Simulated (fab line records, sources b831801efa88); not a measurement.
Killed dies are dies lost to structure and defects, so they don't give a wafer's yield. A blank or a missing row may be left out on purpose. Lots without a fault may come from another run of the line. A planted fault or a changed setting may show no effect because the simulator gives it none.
fab line records | flow sky130 | part 1 of 2: steps 1 to 24 of 37
record lots=5 wafers=15 last_day=50
route steps=708 shown LI_CONTACT@379 LOCAL_INTERCONNECT@387 CONTACT@406
lots that met no fault: from a run of the same line without faults
start_h: hours from the record's first day to the start of the lot's first wafer shown | wait_h: hours since the lot's step before | " the same as in the row above | L1.1+2: a row that stands for several wafers | - no value, or no start given | * or withheld: withheld | < > ~ a bound
route shown NAME@n: a module of which the file shows steps, and the number in the route of the first | usual: mean/standard deviation of fault-free wafers | same: alike in all rows | chamber/n: place in a boat | sites: the reading at each site | _std_site: their standard deviation | _edge_site: outer sites' mean less inner sites' | radius_mm: how far each site lies from the wafer's centre | mask NAME#n: copy n | behind: the tool/chamber that last shaped the wafer | hold: why the lot was held/for how many hours/how that ended | device: the transistor (n, p or np) that didn't switch | end of line: the same wafers' tests at the end of the route | a step without rows: its recipe alone | killed: dies lost to structure and defects at the first sort, not the wafer's yield | map: a wafer's dies, x killed, . not, _ none there
set.NAME: the setting as run; set.NAME@STEP: as run at that earlier step | model.NAME: the simulator's own value behind a step, which no gauge read
lots at some steps of the route; a table a step, a row a wafer
services: from which hour (start_h, from the record's first day; less than 0 if before it) a tool's chamber was out of use, for how many hours, and why
## steps
# step SKY_LI_CONTACT_CLEAN_17
# recipe chemistry=NMP time_s=600 temp_c=60 dry=n2_spin
# columns lot.wafer tool chamber start_h wait_h
L079.1+3+6 wet_bench-04 2 725.28 0.1
L084.1+4+5 wet_bench-04 1 780.85 0.1
L085.1+2+4 wet_bench-02 1 788.03 0.1
L083.1+4+6 wet_bench-02 2 792.90 0.1
L096.1+2+3 wet_bench-03 3 845.17 0.1
# step SKY_LI_CONTACT_PRE_CLEAN_18
# recipe gas=Ar time_s=5.6 bias_v=358
# columns lot.wafer tool chamber start_h wait_h
L079.1+3+6 pvd_sputter-01 - 725.45 0.0
L084.1+4+5 pvd_sputter-02 - 781.03 0.0
L085.1+2+4 pvd_sputter-02 - 788.22 0.0
L083.1+4+6 pvd_sputter-02 - 793.08 0.0
L096.1+2+3 pvd_sputter-03 - 845.36 0.0
# step SKY_LI_CONTACT_SPUTTER_19
# recipe material=Ti target_thk_nm=20 chamber_pressure_pa=5 power_w=2500 substrate_temp_c=200 time_s=106.37
# usual throttle_valve_pct=29.7/0.92
# columns lot.wafer tool chamber start_h wait_h throttle_valve_pct
L079.1 pvd_sputter-01 - 725.47 0.0 30.2
L079.3 " - " " 28.7
L079.6 " - " " 28.9
L084.1 pvd_sputter-02 - 781.05 0.0 29.7
L084.4 " - " " 28.9
L084.5 " - " " 29.9
L085.1 pvd_sputter-02 - 788.24 0.0 29.2
L085.2 " - " " 28.9
L085.4 " - " " 29.5
L083.1 pvd_sputter-02 - 793.10 0.0 29.6
L083.4 " - " " 29.1
L083.6 " - " " 29.9
L096.1 pvd_sputter-03 - 845.38 0.0 30.2
L096.2 " - " " 30.3
L096.3 " - " " 30.4
# step SKY_LI_CONTACT_SPUTTER_20
# recipe material=TiN target_thk_nm=20 chamber_pressure_pa=5 power_w=4000 time_s=81.07
# usual throttle_valve_pct=29.7/0.92
# columns lot.wafer tool chamber start_h wait_h throttle_valve_pct
L079.1 pvd_sputter-01 - 725.55 0.0 30.5
L079.3 " - " " 28.5
L079.6 " - " " 29.0
L084.1 pvd_sputter-02 - 781.13 0.0 29.7
L084.4 " - " " 28.9
L084.5 " - " " 29.9
L085.1 pvd_sputter-02 - 788.31 0.0 29.4
L085.2 " - " " 28.9
L085.4 " - " " 29.6
L083.1 pvd_sputter-02 - 793.18 0.0 30.0
L083.4 " - " " 29.0
L083.6 " - " " 29.8
L096.1 pvd_sputter-03 - 845.45 0.0 30.4
L096.2 " - " " 30.0
L096.3 " - " " 30.2
# step SKY_LI_CONTACT_CVD_21
# recipe material=W target_thk_nm=400 time_s=120.56 temp_c=400 pressure_torr=40
# usual heater_power_w=868/71
# columns lot.wafer tool chamber start_h wait_h heater_power_w
L079.1 cvd_w-01 1 725.61 0.0 976
L079.3 " 1 " " 982
L079.6 " 1 " " 964
L084.1 cvd_w-02 0 781.19 0.0 907
L084.4 " 1 " " 832
L084.5 " 1 " " 828
L085.1 cvd_w-02 1 788.37 0.0 813
L085.2 " 0 " " 894
L085.4 " 0 " " 909
L083.1 cvd_w-01 1 793.24 0.0 978
L083.4 " 0 " " 798
L083.6 " 1 " " 981
L096.1 cvd_w-02 0 845.51 0.0 906
L096.2 " 1 " " 843
L096.3 " 1 " " 825
# step SKY_LI_CONTACT_RS_MEAS_22
# recipe thk_meas_gauge=four-point-probe reads=W_of_LI_CONTACT_CVD_21+TiN_of_LI_CONTACT_SPUTTER_20+Ti_of_LI_CONTACT_SPUTTER_19
# usual LI_CONTACT_W_RS=0.2853/0.0028
# columns lot.wafer tool chamber start_h wait_h LI_CONTACT_W_RS[ohm/sq]
L079.1 film_metro-02 - 725.73 0.1 0.2851
L079.3 " - " " 0.2855
L079.6 " - " " 0.2884
L084.1 film_metro-04 - 781.31 0.1 0.2887
L084.4 " - " " 0.2871
L084.5 " - " " 0.2874
L085.1 film_metro-02 - 788.50 0.1 0.2865
L085.2 " - " " 0.2876
L085.4 " - " " 0.2872
L083.1 film_metro-02 - 793.36 0.1 0.2838
L083.4 " - " " 0.2845
L083.6 " - " " 0.2887
L096.1 film_metro-02 - 845.64 0.1 0.2857
L096.2 " - " " 0.2817
L096.3 " - " " 0.2822
# step SKY_LI_CONTACT_THK_MEAS_23
# recipe thk_meas_gauge=xrf reads=W_of_LI_CONTACT_CVD_21
# usual LI_CONTACT_W_THK=385/4.3
# columns lot.wafer tool chamber start_h wait_h LI_CONTACT_W_THK[nm]
L079.1 film_metro-02 - 725.85 0.1 388
L079.3 " - " " 390
L079.6 " - " " 384
L084.1 film_metro-04 - 781.43 0.1 381
L084.4 " - " " 384
L084.5 " - " " 385
L085.1 film_metro-02 - 788.62 0.1 383
L085.2 " - " " 380
L085.4 " - " " 381
L083.1 film_metro-02 - 793.48 0.1 388
L083.4 " - " " 385
L083.6 " - " " 378
L096.1 film_metro-02 - 845.76 0.1 382
L096.2 " - " " 390
L096.3 " - " " 388
# step SKY_LI_CONTACT_CMP_24
# recipe stop_on=PSG t_overpolish_s=20 down_force_psi=3.5 platen_rpm=60 target_thk_nm=0 pad_velocity_m_s=0.94248
# usual motor_current_A=10.5/1.1 overpolish_run_s=20.000/0.0088 time_to_endpoint_s=97/5.3
# columns lot.wafer tool chamber start_h wait_h motor_current_A overpolish_run_s time_to_endpoint_s
L079.3 cmp-01 1 726.01 0.1 10.8 20.007 93
L079.1 " 2 " " 11.8 20.004 97
L079.6 " 3 " " 10.0 19.995 86
L084.4 cmp-02 3 781.54 0.1 8.4 20.011 98
L084.1 " 1 " " 11.8 20.005 107
L084.5 " 3 " " 8.7 19.993 103
L085.2 cmp-01 0 788.73 0.1 10.3 19.989 99
L085.1 " 1 " " 10.8 20.005 91
L085.4 " 2 " " 11.3 19.996 93
L083.4 cmp-01 0 793.54 0.0 11.2 20.002 97
L083.1 " 3 " " 10.3 20.009 85
L083.6 " 1 " " 10.4 19.995 89
L096.2 cmp-02 1 845.82 0.0 11.7 20.000 102
L096.3 " 2 " " 11.9 19.997 96
L096.1 " 3 " " 8.7 20.005 93
# step SKY_LOCAL_INTERCONNECT_SPUTTER_00
# recipe material=TiN target_thk_nm=100 temp_c=300 power_w=6500 time_s=84.43 chamber_pressure_pa=0.4
# usual throttle_valve_pct=29.8/1
# columns lot.wafer tool chamber start_h wait_h throttle_valve_pct
L079.1 pvd_sputter-04 - 726.21 0.1 28.4
L079.3 " - " " 29.3
L079.6 " - " " 30.4
L084.1 pvd_sputter-04 - 781.79 0.1 28.6
L084.4 " - " " 29.2
L084.5 " - " " 28.2
L085.1 pvd_sputter-03 - 788.98 0.1 30.5
L085.2 " - " " 30.1
L085.4 " - " " 30.1
L083.1 pvd_sputter-04 - 793.84 0.1 30.4
L083.4 " - " " 28.3
L083.6 " - " " 30.4
L096.1 pvd_sputter-01 - 846.12 0.1 30.4
L096.2 " - " " 28.7
L096.3 " - " " 28.7
# step SKY_LOCAL_INTERCONNECT_RS_MEAS_01
# recipe thk_meas_gauge=four-point-probe reads=TiN_of_LOCAL_INTERCONNECT_SPUTTER_00
# usual LOCAL_INTERCONNECT_TIN_RS=13.95/0.16
# columns lot.wafer tool chamber start_h wait_h LOCAL_INTERCONNECT_TIN_RS[ohm/sq]
L079.1 film_metro-01 - 726.28 0.0 14.12
L079.3 " - " " 14.06
L079.6 " - " " 14.15
L084.1 film_metro-02 - 781.85 0.0 14.07
L084.4 " - " " 14.08
L084.5 " - " " 14.17
L085.1 film_metro-02 - 789.04 0.0 14.16
L085.2 " - " " 13.96
L085.4 " - " " 14.01
L083.1 film_metro-04 - 793.90 0.0 13.99
L083.4 " - " " 14.02
L083.6 " - " " 14.01
L096.1 film_metro-02 - 846.18 0.0 13.79
L096.2 " - " " 13.77
L096.3 " - " " 13.86
# step SKY_LOCAL_INTERCONNECT_THK_MEAS_02
# recipe thk_meas_gauge=xrf reads=TiN_of_LOCAL_INTERCONNECT_SPUTTER_00
# usual LOCAL_INTERCONNECT_TIN_THK=101.8/1.3
# columns lot.wafer tool chamber start_h wait_h LOCAL_INTERCONNECT_TIN_THK[nm]
L079.1 film_metro-01 - 726.40 0.1 100.5
L079.3 " - " " 100.8
L079.6 " - " " 100.0
L084.1 film_metro-02 - 781.97 0.1 100.9
L084.4 " - " " 100.5
L084.5 " - " " 100.1
L085.1 film_metro-02 - 789.16 0.1 100.1
L085.2 " - " " 101.7
L085.4 " - " " 101.0
L083.1 film_metro-04 - 794.02 0.1 102.6
L083.4 " - " " 102.1
L083.6 " - " " 102.3
L096.1 film_metro-02 - 846.30 0.1 102.6
L096.2 " - " " 102.7
L096.3 " - " " 101.8
# step SKY_LOCAL_INTERCONNECT_DEHYDRATE_03
# recipe temp_c=200 time_s=60
# usual exhaust_pa=45.1/0.86
# columns lot.wafer tool chamber start_h wait_h exhaust_pa
L079.1 litho_track-01 0 739.15 12.7 44.9
L079.3 " 0 " " 44.2
L079.6 " 0 " " 45.7
L084.1 litho_track-01 0 794.20 12.2 46.2
L084.4 " 0 " " 44.6
L084.5 " 0 " " 44.5
L085.1 litho_track-03 0 800.64 11.5 44.4
L085.2 " 0 " " 43.7
L085.4 " 0 " " 45.3
L083.1 litho_track-01 0 806.55 12.5 45.6
L083.4 " 0 " " 45.3
L083.6 " 0 " " 44.7
L096.1 litho_track-01 0 857.60 11.3 45.8
L096.2 " 0 " " 45.4
L096.3 " 0 " " 45.0
# step SKY_LOCAL_INTERCONNECT_HMDS_04
# recipe prime_time_s=60 prime_temp_c=120
# usual exhaust_pa=45.2/0.79
# columns lot.wafer tool chamber start_h wait_h exhaust_pa
L079.1 litho_track-01 0 739.30 0.1 45.9
L079.3 " 0 " " 45.3
L079.6 " 0 " " 45.6
L084.1 litho_track-01 0 794.35 0.1 44.8
L084.4 " 0 " " 45.5
L084.5 " 0 " " 45.0
L085.1 litho_track-03 0 800.79 0.1 44.3
L085.2 " 0 " " 46.8
L085.4 " 0 " " 45.2
L083.1 litho_track-01 0 806.70 0.1 43.5
L083.4 " 0 " " 45.6
L083.6 " 0 " " 45.1
L096.1 litho_track-01 0 857.75 0.1 46.8
L096.2 " 0 " " 45.4
L096.3 " 0 " " 45.1
# step SKY_LOCAL_INTERCONNECT_COAT_05
# recipe resist=BARC temp_c=withheld time_s=withheld spin_rpm=3000 resist_thk_nm=60
# usual exhaust_pa=45.0/0.88
# columns lot.wafer tool chamber start_h wait_h exhaust_pa
L079.1 litho_track-01 0 739.45 0.1 45.4
L079.3 " 0 " " 45.3
L079.6 " 0 " " 45.8
L084.1 litho_track-01 0 794.50 0.1 44.4
L084.4 " 0 " " 44.6
L084.5 " 0 " " 44.3
L085.1 litho_track-03 0 800.94 0.1 44.3
L085.2 " 0 " " 44.7
L085.4 " 0 " " 44.5
L083.1 litho_track-01 0 806.85 0.1 45.9
L083.4 " 0 " " 45.9
L083.6 " 0 " " 44.7
L096.1 litho_track-01 0 857.90 0.1 45.5
L096.2 " 0 " " 46.0
L096.3 " 0 " " 45.2
# step SKY_LOCAL_INTERCONNECT_COAT_06
# recipe resist=KrF-thick spin_rpm=3000 resist_thk_nm=450
# usual exhaust_pa=45.1/0.94
# columns lot.wafer tool chamber start_h wait_h exhaust_pa
L079.1 litho_track-01 0 - - 45.2
L079.3 " 0 " " 45.6
L079.6 " 0 " " 45.9
L084.1 litho_track-01 0 - - 45.1
L084.4 " 0 " " 45.0
L084.5 " 0 " " 45.0
L085.1 litho_track-03 0 - - 45.5
L085.2 " 0 " " 44.4
L085.4 " 0 " " 45.7
L083.1 litho_track-01 0 - - 44.3
L083.4 " 0 " " 43.2
L083.6 " 0 " " 42.0
L096.1 litho_track-01 0 - - 45.0
L096.2 " 0 " " 44.1
L096.3 " 0 " " 43.1
# step SKY_LOCAL_INTERCONNECT_SOFTBAKE_07
# recipe temp_c=100 time_s=90 resist=KrF-thick
# usual exhaust_pa=45.1/0.89
# columns lot.wafer tool chamber start_h wait_h exhaust_pa
L079.1 litho_track-01 0 - - 45.7
L079.3 " 0 " " 43.9
L079.6 " 0 " " 46.0
L084.1 litho_track-01 0 - - 43.3
L084.4 " 0 " " 44.9
L084.5 " 0 " " 43.6
L085.1 litho_track-03 0 - - 44.9
L085.2 " 0 " " 43.6
L085.4 " 0 " " 44.4
L083.1 litho_track-01 0 - - 46.1
L083.4 " 0 " " 45.1
L083.6 " 0 " " 44.9
L096.1 litho_track-01 0 - - 45.0
L096.2 " 0 " " 45.3
L096.3 " 0 " " 44.0
# step SKY_LOCAL_INTERCONNECT_EXPOSE_08
# recipe mask_id=LI1M na=0.8 source_shape=annular sigma_inner=0.55 sigma_outer=0.85 target_cd_nm=170 dose_mj=28
# usual reticle_temp_C=22.99/0.11
# same na=0.8
# columns lot.wafer tool chamber start_h wait_h mask reticle_temp_C
L079.1 krf_scanner-01 0 - - LI1M#0 23.06
L079.3 " 0 " " LI1M#0 23.13
L079.6 " 0 " " LI1M#0 22.99
L084.1 krf_scanner-01 0 - - LI1M#0 23.17
L084.4 " 0 " " LI1M#0 23.15
L084.5 " 0 " " LI1M#0 23.14
L085.1 krf_scanner-02 0 - - LI1M#0 23.02
L085.2 " 0 " " LI1M#0 23.00
L085.4 " 0 " " LI1M#0 23.00
L083.1 krf_scanner-01 0 - - LI1M#0 22.92
L083.4 " 0 " " LI1M#0 23.18
L083.6 " 0 " " LI1M#0 23.00
L096.1 krf_scanner-01 0 - - LI1M#0 22.87
L096.2 " 0 " " LI1M#0 23.00
L096.3 " 0 " " LI1M#0 22.96
# step SKY_LOCAL_INTERCONNECT_PEB_09
# recipe peb_temp_c=withheld peb_time_s=withheld resist=KrF-thick
# usual exhaust_pa=44.8/0.9
# columns lot.wafer tool chamber start_h wait_h exhaust_pa
L079.1 litho_track-02 0 - - 43.9
L079.3 " 0 " " 44.3
L079.6 " 0 " " 43.6
L084.1 litho_track-02 0 - - 45.8
L084.4 " 0 " " 46.0
L084.5 " 0 " " 46.6
L085.1 litho_track-03 0 - - 44.9
L085.2 " 0 " " 45.1
L085.4 " 0 " " 44.3
L083.1 litho_track-03 0 - - 46.5
L083.4 " 0 " " 45.3
L083.6 " 0 " " 44.6
L096.1 litho_track-02 0 - - 45.2
L096.2 " 0 " " 43.8
L096.3 " 0 " " 44.7
# step SKY_LOCAL_INTERCONNECT_DEVELOP_10
# recipe develop_time_s=60 resist=KrF-thick dev_temp_c=21
# usual exhaust_pa=45.0/0.9
# columns lot.wafer tool chamber start_h wait_h exhaust_pa
L079.1 litho_track-02 0 - - 44.9
L079.3 " 0 " " 44.8
L079.6 " 0 " " 45.1
L084.1 litho_track-02 0 - - 45.1
L084.4 " 0 " " 45.7
L084.5 " 0 " " 44.8
L085.1 litho_track-03 0 - - 45.7
L085.2 " 0 " " 44.6
L085.4 " 0 " " 44.5
L083.1 litho_track-03 0 - - 46.8
L083.4 " 0 " " 45.2
L083.6 " 0 " " 45.0
L096.1 litho_track-02 0 - - 44.1
L096.2 " 0 " " 44.7
L096.3 " 0 " " 45.0
# step SKY_LOCAL_INTERCONNECT_CD_MEAS_11
# recipe target_cd_nm=170
# usual cd_nm=169.9/1.5
# columns lot.wafer tool chamber start_h wait_h cd_nm
L079.1 cd_sem-02 - 753.32 - 169.5
L079.3 " - " " 168.7
L079.6 " - " " 169.9
L084.1 cd_sem-01 - 808.37 - 169.1
L084.4 " - " " 169.2
L084.5 " - " " 169.5
L085.1 cd_sem-01 - 815.34 - 170.3
L085.2 " - " " 171.3
L085.4 " - " " 170.0
L083.1 cd_sem-02 - 821.04 - 170.0
L083.4 " - " " 170.1
L083.6 " - " " 172.6
L096.1 cd_sem-01 - 872.12 - 171.9
L096.2 " - " " 172.8
L096.3 " - " " 173.3
# step SKY_LOCAL_INTERCONNECT_OVL_MEAS_12
# usual LOCAL_INTERCONNECT_OVL=0/4.9
# columns lot.wafer tool chamber start_h wait_h LOCAL_INTERCONNECT_OVL[nm]
L079.1 overlay-02 - 753.44 0.1 -2
L079.3 " - " " 5
L079.6 " - " " 2
L084.1 overlay-01 - 808.49 0.1 6
L084.4 " - " " -2
L084.5 " - " " 2
L085.1 overlay-02 - 815.46 0.1 -2
L085.2 " - " " -1
L085.4 " - " " -2
L083.1 overlay-02 - 821.16 0.1 3
L083.4 " - " " -4
L083.6 " - " " -1
L096.1 overlay-01 - 872.24 0.1 6
L096.2 " - " " 5
L096.3 " - " " 8
# step SKY_LOCAL_INTERCONNECT_ETCH_13
# recipe chemistry=N2/H2 target=BARC ion_energy_ev=200 bias_w=100 pressure_mtorr=30 n2_flow_sccm=100 h2_flow_sccm=200 icp_w=500 stop_on=SiO2 time_s=45.9 target_depth_a=600
# usual drypump_motor_current_A=6.1/0.43 oes_product_au=0.854/0.0046 throttle_valve_pct=13.224/0.0095
# columns lot.wafer tool chamber start_h wait_h drypump_motor_current_A oes_product_au rf_hours_counter_h throttle_valve_pct
L079.1 rie_metal-02 0 753.48 0.0 6.6 0.852 10 13.213
L079.3 " 0 " " 6.6 0.848 - 13.207
L079.6 " 1 " " 6.3 0.856 - 13.223
L084.1 rie_metal-03 1 808.53 0.0 5.1 0.850 9 13.225
L084.4 " 0 " " 6.2 0.850 - 13.215
L084.5 " 1 " " 5.1 0.851 - 13.213
L085.1 rie_metal-02 1 815.50 0.0 6.3 0.847 2 13.221
L085.2 " 0 " " 6.6 0.847 11 13.226
L085.4 " 1 " " 6.3 0.849 - 13.225
L083.1 rie_metal-03 0 821.20 0.0 6.3 0.854 14 13.233
L083.4 " 0 " " 6.3 0.851 - 13.221
L083.6 " 0 " " 6.3 0.846 - 13.214
L096.1 rie_metal-01 0 872.28 0.0 6.3 0.858 9 13.230
L096.2 " 1 " " 5.7 0.855 13 13.215
L096.3 " 1 " " 5.8 0.863 - 13.235
# step SKY_LOCAL_INTERCONNECT_METAL_ETCH_14
# recipe target_depth_nm=110 stop_on=PSG chemistry=Cl2/BCl3 target=TiN resist_sidewall_deg=88 pressure_mtorr=10 icp_w=900 bias_w=48.5 Cl2_flow_sccm=60 bcl3_flow_sccm=30 time_s=31.4
# usual drypump_motor_current_A=6.1/0.44 oes_product_au=0.948/0.0075 throttle_valve_pct=21.896/0.01
# columns lot.wafer tool chamber start_h wait_h drypump_motor_current_A oes_product_au rf_hours_counter_h throttle_valve_pct
L079.1 rie_metal-02 0 753.54 0.0 6.6 0.943 10 21.901
L079.3 " 0 " " 6.6 0.942 - 21.900
L079.6 " 1 " " 6.3 0.941 - 21.915
L084.1 rie_metal-03 1 808.59 0.0 5.1 0.949 9 21.904
L084.4 " 0 " " 6.2 0.941 - 21.885
L084.5 " 1 " " 5.1 0.940 - 21.894
L085.1 rie_metal-02 1 815.56 0.0 6.3 0.943 2 21.902
L085.2 " 0 " " 6.6 0.942 11 21.886
L085.4 " 1 " " 6.3 0.948 - 21.915
L083.1 rie_metal-03 0 821.26 0.0 6.3 0.948 14 21.903
L083.4 " 0 " " 6.3 0.943 - 21.907
L083.6 " 0 " " 6.3 0.946 - 21.897
L096.1 rie_metal-01 0 872.34 0.0 6.4 0.955 10 21.903
L096.2 " 1 " " 5.8 0.956 13 21.872
L096.3 " 1 " " 5.7 0.944 - 21.904
# step SKY_LOCAL_INTERCONNECT_STRIP_15
# recipe chemistry=O2/N2 power_w=1400 pressure_mtorr=1500 platen_temp_c=withheld o2_flow_sccm=3000 n2_flow_sccm=300 overash_fraction=0.5
# usual drypump_motor_current_A=5.5/0.5 oes_product_au=0.426/0.0049 strip_time_to_endpoint_s=4.708/0.024
# columns lot.wafer tool chamber start_h wait_h drypump_motor_current_A oes_product_au rf_hours_counter_h strip_time_to_endpoint_s
L079.1 plasma_asher-01 0 753.59 0.0 5.6 0.427 32 4.689
L079.3 " 0 " " 5.6 0.424 - 4.721
L079.6 " 0 " " 5.6 0.427 - 4.733
L084.1 plasma_asher-01 0 808.64 0.0 5.6 0.432 37 4.755
L084.4 " 1 " " 6.0 0.429 - 4.713
L084.5 " 1 " " 6.0 0.426 - 4.754
L085.1 plasma_asher-01 1 815.61 0.0 6.0 0.425 38 4.706
L085.2 " 0 " " 5.6 0.433 38 4.690
L085.4 " 1 " " 6.0 0.433 - 4.730
L083.1 plasma_asher-04 0 821.31 0.0 6.2 0.429 105 4.698
L083.4 " 0 " " 6.2 0.436 - 4.702
L083.6 " 0 " " 6.2 0.430 - 4.714
L096.1 plasma_asher-02 1 872.39 0.0 4.7 0.424 13 4.699
L096.2 " 0 " " 5.2 0.426 13 4.735
L096.3 " 1 " " 4.7 0.432 - 4.730
